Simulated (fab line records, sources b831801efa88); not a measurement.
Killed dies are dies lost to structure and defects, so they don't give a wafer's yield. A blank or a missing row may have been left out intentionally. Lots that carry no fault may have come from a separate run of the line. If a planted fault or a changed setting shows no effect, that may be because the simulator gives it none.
Chamber matching | flow sfqLine | 4 sister chambers for SFQ_TRILAYER_I7_CMP_CMP_184 on cmp-02
The step polishes SiO2. 4 wafers are shown with their chamber, then 8 later ones without.

== WAFERS PAIRED WITH THEIR CHAMBERS ==
wafer  | chamber | motorCurrentA (A)
L896.1 | 2       | 9.7
L896.2 | 0       | 10.3
L896.6 | 3       | 10.8
L897.3 | 1       | 9.2

== WAFERS MISSING THEIR CHAMBER ==
wafer  | motorCurrentA (A)
L897.4 | 9.6
L897.6 | 10.1
L900.2 | 9.5
L900.4 | 9.1
L900.6 | 11.6
L908.5 | 9.6
L909.3 | 9.7
L909.6 | 10.8

== CHAMBER TAKEN BY EACH ==
wafer  | from the rows above          | in truth
L897.4 | can't be placed: 2 or 1 or 0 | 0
L897.6 | can't be placed: 0 or 2 or 3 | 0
L900.2 | can't be placed: 2 or 1 or 0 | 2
L900.4 | can't be placed: 1 or 2      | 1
L900.6 | can't be placed: 3 or 0      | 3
L908.5 | can't be placed: 2 or 1 or 0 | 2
L909.3 | can't be placed: 2 or 1 or 0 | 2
L909.6 | can't be placed: 3 or 0      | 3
Placed correctly: 0 of 8. Cannot be placed on the basis of these rows: 8; the candidates contain the true chamber in 8. Placed wrongly: 0.
How it was worked out, from the rows above alone: a wafer's distance from a chamber is the root of the sum, over the readings, of the square of ((its reading less the chamber's mean) divided by the reading's scatter). If the next closest chamber is less than 2 further off than the closest, the wafer can't be placed; otherwise it belongs to the closest. Each chamber's mean is taken over the wafers shown for it. The scatter (one wafer shown for each chamber): square how far every hidden wafer sits from the nearest shown wafer, average those squares and take the square root.
